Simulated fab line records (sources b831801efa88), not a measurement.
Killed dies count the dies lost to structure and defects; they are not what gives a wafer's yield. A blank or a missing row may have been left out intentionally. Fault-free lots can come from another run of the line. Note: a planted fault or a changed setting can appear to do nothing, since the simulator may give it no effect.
fab line records	flow sky130	part 1 of 2: steps 1 to 29 of 41
record lots=5	wafers=15	last_day=50
route steps=708 shown CAPM@539 METAL3@555 VIA3@573
lots that met no fault: taken from a fault-free run of the same line
start_h: start of the lot's first displayed wafer, in hours after the record's first day	wait_h: hours since the lot's step before	" as in the row above	L1.1+2: one row covering several wafers at once	- no value present, or no start provided	* or withheld: withheld	< > ~ a bound
route shown NAME@n: names a module that has steps shown in the file, with the first one's number in the route	usual: average and standard deviation across the fault-free wafers	same: alike in all rows	chamber/n: place in a boat	sites: each site's reading	_std_site: the values' standard deviation	_edge_site: outer sites' mean less inner sites'	radius_mm: for every site, how far away it sits from the centre of the wafer	mask NAME#n: copy n	behind: the most recent tool/chamber to have shaped the wafer	hold: why the lot went on hold/how many hours it stayed there/how the hold came to an end	device: the n, p or np transistor that did not switch	end of line: the route-end tests of the same wafers	where a step has no rows: the recipe by itself	killed: not the wafer's yield, but the dies lost to structure and defects at the first sort	map: dies across one wafer; x = killed, . = not, _ = none there
set.NAME: the setting the step ran with; set.NAME@STEP: the setting that earlier step ran with	model.NAME: the simulator's own value behind a step, which no gauge read
a table for each step, a row for each wafer; lots at some steps of the route
services: from which hour (start_h, from the record's first day; less than 0 if before it) a tool's chamber was out of use, for how many hours, and why
## steps
# step SKY_CAPM_SPUTTER_02
# recipe material=TiN	target_thk_nm=200	temp_c=300	power_w=6500	time_s=166.7	chamber_pressure_pa=0.4
# usual chamber_pressure_pa=0.4000/0.00071	substrate_temp_c=300.02/0.19	throttle_valve_pct=30.0/0.92
lot.wafer	tool	chamber	start_h	wait_h	chamber_pressure_pa	substrate_temp_c	throttle_valve_pct
L080.1	pvd_sputter-02	-	891.45	0.1	0.4007	300.08	29.4
L080.3	"	-	"	"	0.4011	299.56	31.2
L080.5	"	-	"	"	0.4001	300.34	31.3
L084.1	pvd_sputter-03	-	930.99	0.1	0.3996	299.95	30.0
L084.3	"	-	"	"	0.4004	299.76	30.5
L084.4	"	-	"	"	0.3994	300.22	28.5
L089.1	pvd_sputter-03	-	978.01	0.1	0.4003	299.76	30.6
L089.2	"	-	"	"	0.3994	299.97	28.8
L089.4	"	-	"	"	0.4011	299.95	28.6
L093.1	pvd_sputter-02	-	987.01	0.1	0.3995	300.38	29.4
L093.2	"	-	"	"	0.3996	299.85	29.7
L093.6	"	-	"	"	0.4012	300.04	29.3
L096.2	pvd_sputter-01	-	1013.57	0.0	0.3999	299.60	29.4
L096.5	"	-	"	"	0.4001	300.23	29.7
L096.6	"	-	"	"	0.4009	300.23	31.0
# step SKY_CAPM_RS_MEAS_03
# recipe thk_meas_gauge=four-point-probe	reads=TiN_of_CAPM_SPUTTER_02
# usual CAPM_TIN_RS=6.90/0.091
lot.wafer	tool	chamber	start_h	wait_h	CAPM_TIN_RS[ohm/sq]
L080.1	film_metro-04	-	891.56	0.1	6.95
L080.3	"	-	"	"	6.84
L080.5	"	-	"	"	6.88
L084.1	film_metro-03	-	931.10	0.1	6.93
L084.3	"	-	"	"	6.84
L084.4	"	-	"	"	6.85
L089.1	film_metro-04	-	978.12	0.1	7.02
L089.2	"	-	"	"	6.99
L089.4	"	-	"	"	6.98
L093.1	film_metro-03	-	987.12	0.1	6.91
L093.2	"	-	"	"	6.77
L093.6	"	-	"	"	6.87
L096.2	film_metro-03	-	1013.70	0.1	6.91
L096.5	"	-	"	"	6.94
L096.6	"	-	"	"	6.84
# step SKY_CAPM_THK_MEAS_04
# recipe thk_meas_gauge=xrf	reads=TiN_of_CAPM_SPUTTER_02
# usual CAPM_TIN_THK=202.7/2.8
lot.wafer	tool	chamber	start_h	wait_h	CAPM_TIN_THK[nm]
L080.1	film_metro-04	-	891.68	0.1	202.0
L080.3	"	-	"	"	204.7
L080.5	"	-	"	"	203.8
L084.1	film_metro-03	-	931.22	0.1	202.0
L084.3	"	-	"	"	204.4
L084.4	"	-	"	"	204.6
L089.1	film_metro-04	-	978.24	0.1	201.3
L089.2	"	-	"	"	200.9
L089.4	"	-	"	"	201.9
L093.1	film_metro-03	-	987.24	0.1	202.3
L093.2	"	-	"	"	205.8
L093.6	"	-	"	"	202.6
L096.2	film_metro-03	-	1013.81	0.1	202.7
L096.5	"	-	"	"	201.6
L096.6	"	-	"	"	204.6
# step SKY_CAPM_DEHYDRATE_05
# recipe temp_c=200	time_s=60
lot.wafer	tool	chamber	start_h	wait_h
L080.1+3+5	litho_track-03	0	903.89	12.2
L084.1+3+4	litho_track-03	0	942.59	11.4
L089.1+2+4	litho_track-01	0	988.42	10.2
L093.1+2+6	litho_track-03	0	998.44	11.2
L096.2+5+6	litho_track-01	0	1024.70	10.9
# step SKY_CAPM_HMDS_06
# recipe prime_time_s=60	prime_temp_c=120
lot.wafer	tool	chamber	start_h	wait_h
L080.1+3+5	litho_track-03	0	904.04	0.1
L084.1+3+4	litho_track-03	0	942.74	0.1
L089.1+2+4	litho_track-01	0	988.57	0.1
L093.1+2+6	litho_track-03	0	998.59	0.1
L096.2+5+6	litho_track-01	0	1024.85	0.1
# step SKY_CAPM_COAT_07
# recipe resist=NOVOLAK	spin_rpm=3000	resist_thk_nm=1140
# usual spin_speed_rpm=3000.0/1.7
lot.wafer	tool	chamber	start_h	wait_h	spin_speed_rpm
L080.1	litho_track-03	0	904.19	0.1	2999.0
L080.3	"	0	"	"	2997.1
L080.5	"	0	"	"	3000.8
L084.1	litho_track-03	0	942.89	0.1	3000.4
L084.3	"	0	"	"	2998.5
L084.4	"	0	"	"	2999.8
L089.1	litho_track-01	0	988.72	0.1	3000.3
L089.2	"	0	"	"	2999.2
L089.4	"	0	"	"	3002.4
L093.1	litho_track-03	0	998.74	0.1	2997.1
L093.2	"	0	"	"	3000.8
L093.6	"	0	"	"	2999.5
L096.2	litho_track-01	0	1025.00	0.1	3001.7
L096.5	"	0	"	"	3002.1
L096.6	"	0	"	"	3004.4
# step SKY_CAPM_SOFTBAKE_08
# recipe temp_c=90	time_s=60	resist=NOVOLAK
lot.wafer	tool	chamber	start_h	wait_h
L080.1+3+5	litho_track-03	0	904.34	0.1
L084.1+3+4	litho_track-03	0	943.04	0.1
L089.1+2+4	litho_track-01	0	988.87	0.1
L093.1+2+6	litho_track-03	0	998.89	0.1
L096.2+5+6	litho_track-01	0	1025.15	0.1
# step SKY_CAPM_EXPOSE_09
# recipe mask_id=CAPM	na=0.6	source_shape=conventional	sigma_outer=0.6	polarization=unpolarized	target_cd_nm=1000	dose_mj=159
lot.wafer	tool	chamber	start_h	wait_h	mask
L080.1+3+5	iline_stepper-02	0	-	-	CAPM#0
L084.1+3+4	iline_stepper-02	0	-	-	CAPM#0
L089.1+2+4	iline_stepper-02	0	-	-	CAPM#0
L093.1+2+6	iline_stepper-02	0	-	-	CAPM#0
L096.2+5+6	iline_stepper-02	0	-	-	CAPM#0
# step SKY_CAPM_PEB_10
# recipe temp_c=withheld	time_s=*	resist=NOVOLAK
lot.wafer	tool	chamber	start_h	wait_h
L080.1+3+5	litho_track-03	0	-	-
L084.1+3+4	litho_track-04	0	-	-
L089.1+2+4	litho_track-03	0	-	-
L093.1+2+6	litho_track-03	0	-	-
L096.2+5+6	litho_track-04	0	-	-
# step SKY_CAPM_DEVELOP_11
# recipe resist=NOVOLAK	developer=TMAH	develop_time_s=60	dev_temp_c=23
lot.wafer	tool	chamber	start_h	wait_h
L080.1+3+5	litho_track-03	0	916.09	0.1
L084.1+3+4	litho_track-04	0	955.74	0.1
L089.1+2+4	litho_track-03	0	1000.59	0.1
L093.1+2+6	litho_track-03	0	1010.14	0.1
L096.2+5+6	litho_track-04	0	1035.51	0.1
# step SKY_CAPM_OVL_MEAS_12
# usual CAPM_OVL=-1.3/1.6
lot.wafer	tool	chamber	start_h	wait_h	CAPM_OVL[nm]
L080.1	overlay-01	-	916.24	0.1	-2.5
L080.3	"	-	"	"	-2.1
L080.5	"	-	"	"	-2.9
L084.1	overlay-01	-	955.89	0.1	-5.0
L084.3	"	-	"	"	-2.6
L084.4	"	-	"	"	-3.1
L089.1	overlay-01	-	1000.74	0.1	-1.3
L089.2	"	-	"	"	-2.3
L089.4	"	-	"	"	-1.9
L093.1	overlay-01	-	1010.29	0.1	-3.2
L093.2	"	-	"	"	-3.5
L093.6	"	-	"	"	-0.6
L096.2	overlay-02	-	1035.65	0.1	-1.2
L096.5	"	-	"	"	-1.4
L096.6	"	-	"	"	-1.2
# step SKY_CAPM_METAL_ETCH_13
# recipe target_depth_nm=220	stop_on=SiO2	chemistry=Cl2/BCl3	target=TiN	pressure_mtorr=10	icp_w=900	bias_w=48.5	Cl2_flow_sccm=60	bcl3_flow_sccm=30	time_s=62.9
# usual bcl3_flow_sccm=29.99/0.093	drypump_motor_current_A=5.9/0.39	oes_product_au=0.943/0.0085	throttle_valve_pct=21.902/0.011
lot.wafer	tool	chamber	start_h	wait_h	bcl3_flow_sccm	drypump_motor_current_A	oes_product_au	rf_hours_counter_h	throttle_valve_pct
L080.1	rie_metal-01	1	916.28	0.0	30.06	5.7	0.930	14	21.899
L080.3	"	0	"	"	29.96	6.4	0.941	-	21.879
L080.5	"	0	"	"	29.86	6.4	0.946	-	21.915
L084.1	rie_metal-04	1	955.93	0.0	30.12	6.2	0.937	11	21.909
L084.3	"	1	"	"	30.11	6.2	0.943	-	21.906
L084.4	"	0	"	"	29.89	5.3	0.947	-	21.889
L089.1	rie_metal-04	1	1000.78	0.0	30.03	6.2	0.939	13	21.911
L089.2	"	0	"	"	30.07	5.3	0.938	8	21.900
L089.4	"	1	"	"	29.93	6.2	0.928	-	21.890
L093.1	rie_metal-01	1	1010.33	0.0	29.90	5.8	0.940	18	21.899
L093.2	"	0	"	"	29.96	6.4	0.953	15	21.897
L093.6	"	1	"	"	29.98	5.7	0.949	-	21.918
L096.2	rie_metal-04	1	1035.68	0.0	30.01	6.2	0.935	15	21.900
L096.5	"	1	"	"	30.01	6.2	0.940	-	21.907
L096.6	"	0	"	"	30.16	5.3	0.948	-	21.894
# step SKY_CAPM_STRIP_14
# recipe chemistry=O2/N2	power_w=1400	pressure_mtorr=1500	platen_temp_c=withheld	o2_flow_sccm=3000	n2_flow_sccm=300	overash_fraction=0.5
# usual drypump_motor_current_A=5.6/0.37	oes_product_au=0.710/0.0047	strip_time_to_endpoint_s=12.65/0.05
lot.wafer	tool	chamber	start_h	wait_h	drypump_motor_current_A	oes_product_au	rf_hours_counter_h	strip_time_to_endpoint_s
L080.1	plasma_asher-03	1	916.35	0.1	5.7	0.713	17	12.57
L080.3	"	0	"	"	6.1	0.711	-	12.52
L080.5	"	0	"	"	6.2	0.705	-	12.56
L084.1	plasma_asher-01	1	956.00	0.1	5.1	0.715	117	12.67
L084.3	"	1	"	"	5.1	0.707	-	12.67
L084.4	"	0	"	"	5.9	0.709	-	12.61
L089.1	plasma_asher-02	0	1000.86	0.1	5.3	0.710	89	12.66
L089.2	"	1	"	"	5.9	0.712	89	12.68
L089.4	"	0	"	"	5.3	0.704	-	12.71
L093.1	plasma_asher-02	0	1010.41	0.1	5.3	0.708	90	12.67
L093.2	"	1	"	"	5.9	0.709	90	12.60
L093.6	"	0	"	"	5.3	0.712	-	12.65
L096.2	plasma_asher-02	1	1035.75	0.1	5.9	0.711	92	12.72
L096.5	"	1	"	"	5.9	0.717	-	12.68
L096.6	"	0	"	"	5.3	0.710	-	12.70
# step SKY_CAPM_STRIP_15
# recipe chemistry=post_etch_residue_remover	time_s=1200	temp_c=72.5
lot.wafer	tool	chamber	start_h	wait_h
L080.1+3+5	wet_bench-02	1	916.45	0.1
L084.1+3+4	wet_bench-04	0	956.10	0.1
L089.1+2+4	wet_bench-04	0	1000.96	0.1
L093.1+2+6	wet_bench-03	3	1010.51	0.1
L096.2+5+6	wet_bench-03	0	1035.88	0.1
# step SKY_CAPM_CLEAN_16
# recipe chemistry=IPA	time_s=180	temp_c=25
lot.wafer	tool	chamber	start_h	wait_h
L080.1+3+5	wet_bench-04	2	917.20	0.0
L084.1+3+4	wet_bench-03	1	956.44	0.0
L089.1+2+4	wet_bench-02	2	1001.30	0.0
L093.1+2+6	wet_bench-03	1	1010.85	0.0
L096.2+5+6	wet_bench-03	2	1036.32	0.0
# step SKY_CAPM_CLEAN_17
# recipe chemistry=O3/DIW	dry=n2_spin
lot.wafer	tool	chamber	start_h	wait_h
L080.1+3+5	wet_bench-02	3	917.27	0.0
L084.1+3+4	wet_bench-02	1	956.50	0.0
L089.1+2+4	wet_bench-03	2	1001.36	0.0
L093.1+2+6	wet_bench-02	1	1010.91	0.0
L096.2+5+6	wet_bench-04	3	1036.39	0.0
# step SKY_METAL3_DEHYDRATE_05
# recipe temp_c=200	time_s=60
lot.wafer	tool	chamber	start_h	wait_h
L080.1+3+5	litho_track-01	0	929.22	11.8
L084.1+3+4	litho_track-01	0	967.32	10.7
L089.1+2+4	litho_track-03	0	1012.04	10.6
L093.1+2+6	litho_track-02	0	1021.28	10.3
L096.2+5+6	litho_track-03	0	1046.97	10.5
# step SKY_METAL3_HMDS_06
# recipe prime_time_s=60	prime_temp_c=120
lot.wafer	tool	chamber	start_h	wait_h
L080.1+3+5	litho_track-01	0	929.37	0.1
L084.1+3+4	litho_track-01	0	967.47	0.1
L089.1+2+4	litho_track-03	0	1012.19	0.1
L093.1+2+6	litho_track-02	0	1021.43	0.1
L096.2+5+6	litho_track-03	0	1047.12	0.1
# step SKY_METAL3_COAT_07
# recipe resist=BARC	temp_c=withheld	time_s=withheld	spin_rpm=2945	resist_thk_nm=60
# usual spin_speed_rpm=2945.3/1.8
lot.wafer	tool	chamber	start_h	wait_h	spin_speed_rpm
L080.1	litho_track-01	0	929.52	0.1	2945.5
L080.3	"	0	"	"	2946.9
L080.5	"	0	"	"	2946.7
L084.1	litho_track-01	0	967.62	0.1	2943.6
L084.3	"	0	"	"	2945.0
L084.4	"	0	"	"	2941.3
L089.1	litho_track-03	0	1012.34	0.1	2945.0
L089.2	"	0	"	"	2945.6
L089.4	"	0	"	"	2944.1
L093.1	litho_track-02	0	1021.58	0.1	2945.4
L093.2	"	0	"	"	2942.3
L093.6	"	0	"	"	2938.5
L096.2	litho_track-03	0	1047.27	0.1	2946.5
L096.5	"	0	"	"	2947.9
L096.6	"	0	"	"	2945.9
# step SKY_METAL3_COAT_08
# recipe resist=KrF-thick	spin_rpm=3000	resist_thk_nm=1140
# usual spin_speed_rpm=2999.8/1.9
lot.wafer	tool	chamber	start_h	wait_h	spin_speed_rpm
L080.1	litho_track-01	0	-	-	3001.1
L080.3	"	0	"	"	3000.9
L080.5	"	0	"	"	3001.4
L084.1	litho_track-01	0	-	-	2995.0
L084.3	"	0	"	"	2996.7
L084.4	"	0	"	"	2999.1
L089.1	litho_track-03	0	-	-	3000.6
L089.2	"	0	"	"	3001.8
L089.4	"	0	"	"	3002.9
L093.1	litho_track-02	0	-	-	2996.4
L093.2	"	0	"	"	2998.6
L093.6	"	0	"	"	3001.1
L096.2	litho_track-03	0	-	-	3001.7
L096.5	"	0	"	"	3001.6
L096.6	"	0	"	"	2999.4
# step SKY_METAL3_SOFTBAKE_09
# recipe temp_c=100	time_s=90	resist=KrF-thick
lot.wafer	tool	chamber	start_h	wait_h
L080.1+3+5	litho_track-01	0	-	-
L084.1+3+4	litho_track-01	0	-	-
L089.1+2+4	litho_track-03	0	-	-
L093.1+2+6	litho_track-02	0	-	-
L096.2+5+6	litho_track-03	0	-	-
# step SKY_METAL3_EXPOSE_10
# recipe mask_id=MM3	na=0.68	source_shape=annular	sigma_inner=0.4	sigma_outer=0.8	target_cd_nm=300	dose_mj=28
lot.wafer	tool	chamber	start_h	wait_h	mask
L080.1+3+5	krf_scanner-02	0	-	-	MM3#0
L084.1+3+4	krf_scanner-01	0	-	-	MM3#0
L089.1+2+4	krf_scanner-02	0	-	-	MM3#0
L093.1+2+6	krf_scanner-01	0	-	-	MM3#0
L096.2+5+6	krf_scanner-02	0	-	-	MM3#0
# step SKY_METAL3_PEB_11
# recipe peb_temp_c=withheld	peb_time_s=withheld	resist=KrF-thick
lot.wafer	tool	chamber	start_h	wait_h
L080.1+3+5	litho_track-02	0	-	-
L084.1+3+4	litho_track-01	0	-	-
L089.1+2+4	litho_track-02	0	-	-
L093.1+2+6	litho_track-02	0	-	-
L096.2+5+6	litho_track-02	0	-	-
# step SKY_METAL3_DEVELOP_12
# recipe develop_time_s=60	resist=KrF-thick	dev_temp_c=21
lot.wafer	tool	chamber	start_h	wait_h
L080.1+3+5	litho_track-02	0	-	-
L084.1+3+4	litho_track-01	0	-	-
L089.1+2+4	litho_track-02	0	-	-
L093.1+2+6	litho_track-02	0	-	-
L096.2+5+6	litho_track-02	0	-	-
# step SKY_METAL3_CD_MEAS_13
# recipe target_cd_nm=300
# usual cd_nm=300.4/1.5
lot.wafer	tool	chamber	start_h	wait_h	cd_nm
L080.1	cd_sem-01	-	941.73	-	302.8
L080.3	"	-	"	"	301.9
L080.5	"	-	"	"	302.6
L084.1	cd_sem-02	-	980.47	-	300.7
L084.3	"	-	"	"	302.4
L084.4	"	-	"	"	301.2
L089.1	cd_sem-02	-	1024.19	-	299.5
L089.2	"	-	"	"	300.9
L089.4	"	-	"	"	300.6
L093.1	cd_sem-01	-	1033.43	-	303.4
L093.2	"	-	"	"	301.1
L093.6	"	-	"	"	302.7
L096.2	cd_sem-01	-	1058.55	-	300.1
L096.5	"	-	"	"	299.8
L096.6	"	-	"	"	301.6
# step SKY_METAL3_OVL_MEAS_14
# usual METAL3_OVL=3/5.5
lot.wafer	tool	chamber	start_h	wait_h	METAL3_OVL[nm]
L080.1	overlay-02	-	941.85	0.1	-2
L080.3	"	-	"	"	-3
L080.5	"	-	"	"	-4
L084.1	overlay-01	-	980.59	0.1	-12
L084.3	"	-	"	"	-5
L084.4	"	-	"	"	-6
L089.1	overlay-02	-	1024.31	0.1	4
L089.2	"	-	"	"	-5
L089.4	"	-	"	"	1
L093.1	overlay-02	-	1033.55	0.1	9
L093.2	"	-	"	"	4
L093.6	"	-	"	"	9
L096.2	overlay-02	-	1058.66	0.1	0
L096.5	"	-	"	"	8
L096.6	"	-	"	"	5
# step SKY_METAL3_DESCUM_15
# recipe chemistry=O2	source_power_w=150	bias_power_w=0	pressure_mtorr=10	temp_c=40	time_s=8
# usual drypump_motor_current_A=5.9/0.36	oes_product_au=1.001/0.0098
lot.wafer	tool	chamber	start_h	wait_h	drypump_motor_current_A	oes_product_au	rf_hours_counter_h
L080.1	rie_metal-02	1	941.89	0.0	5.7	0.996	7
L080.3	"	1	"	"	5.7	0.997	-
L080.5	"	0	"	"	6.2	0.995	-
L084.1	rie_metal-04	0	980.63	0.0	5.3	1.001	7
L084.3	"	1	"	"	6.3	0.986	-
L084.4	"	0	"	"	5.3	1.003	-
L089.1	rie_metal-04	0	1024.35	0.0	5.3	1.008	9
L089.2	"	1	"	"	6.2	0.995	14
L089.4	"	1	"	"	6.2	1.001	-
L093.1	rie_metal-03	1	1033.59	0.0	5.6	1.006	15
L093.2	"	0	"	"	6.2	1.013	11
L093.6	"	0	"	"	6.2	1.008	-
L096.2	rie_metal-04	0	1058.69	0.0	5.3	0.990	11
L096.5	"	0	"	"	5.3	0.994	-
L096.6	"	1	"	"	6.2	0.998	-
# step SKY_METAL3_ETCH_16
# recipe chemistry=N2/H2	target=BARC	ion_energy_ev=200	bias_w=100	pressure_mtorr=30	n2_flow_sccm=100	h2_flow_sccm=200	icp_w=500	stop_on=SiO2	time_s=88.2	target_depth_a=600
# usual drypump_motor_current_A=5.9/0.36	oes_product_au=0.627/0.0046	throttle_valve_pct=13.205/0.0099
lot.wafer	tool	chamber	start_h	wait_h	drypump_motor_current_A	oes_product_au	rf_hours_counter_h	throttle_valve_pct
L080.1	rie_metal-02	1	941.92	0.0	5.7	0.628	7	13.202
L080.3	"	1	"	"	5.7	0.626	-	13.189
L080.5	"	0	"	"	6.2	0.631	-	13.207
L084.1	rie_metal-04	0	980.66	0.0	5.3	0.633	7	13.203
L084.3	"	1	"	"	6.2	0.628	-	13.192
L084.4	"	0	"	"	5.3	0.623	-	13.219
L089.1	rie_metal-04	0	1024.38	0.0	5.4	0.632	9	13.207
L089.2	"	1	"	"	6.2	0.621	14	13.179
L089.4	"	1	"	"	6.2	0.632	-	13.210
L093.1	rie_metal-03	1	1033.62	0.0	5.6	0.618	15	13.210
L093.2	"	0	"	"	6.2	0.624	11	13.218
L093.6	"	0	"	"	6.2	0.625	-	13.208
L096.2	rie_metal-04	0	1058.72	0.0	5.3	0.624	11	13.195
L096.5	"	0	"	"	5.3	0.625	-	13.202
L096.6	"	1	"	"	6.2	0.631	-	13.206
# step SKY_METAL3_ETCH_17
# recipe target=SiO2	stop_on=TiN	chemistry=C4F8/O2/Ar	source_w=1500	bias_w=1200	pressure_mtorr=40	c4f8_flow_sccm=withheld	O2_flow_sccm=6	Ar_flow_sccm=300	time_s=3.9	target_depth_a=150
# usual oes_product_au=0.754/0.0072
lot.wafer	tool	chamber	start_h	wait_h	oes_product_au	rf_hours_counter_h
L080.1	rie_diel-04	3	942.02	0.1	0.757	6
L080.3	"	1	"	"	0.760	11
L080.5	"	3	"	"	0.766	-
L084.1	rie_diel-03	3	980.76	0.1	0.764	18
L084.3	"	0	"	"	0.758	20
L084.4	"	1	"	"	0.763	28
L089.1	rie_diel-04	0	1024.48	0.1	0.756	19
L089.2	"	1	"	"	0.751	13
L089.4	"	2	"	"	0.760	10
L093.1	rie_diel-04	0	1033.72	0.1	0.751	20
L093.2	"	2	"	"	0.752	10
L093.6	"	3	"	"	0.754	-
L096.2	rie_diel-04	2	1058.82	0.1	0.751	11
L096.5	"	0	"	"	0.758	-
L096.6	"	1	"	"	0.763	-
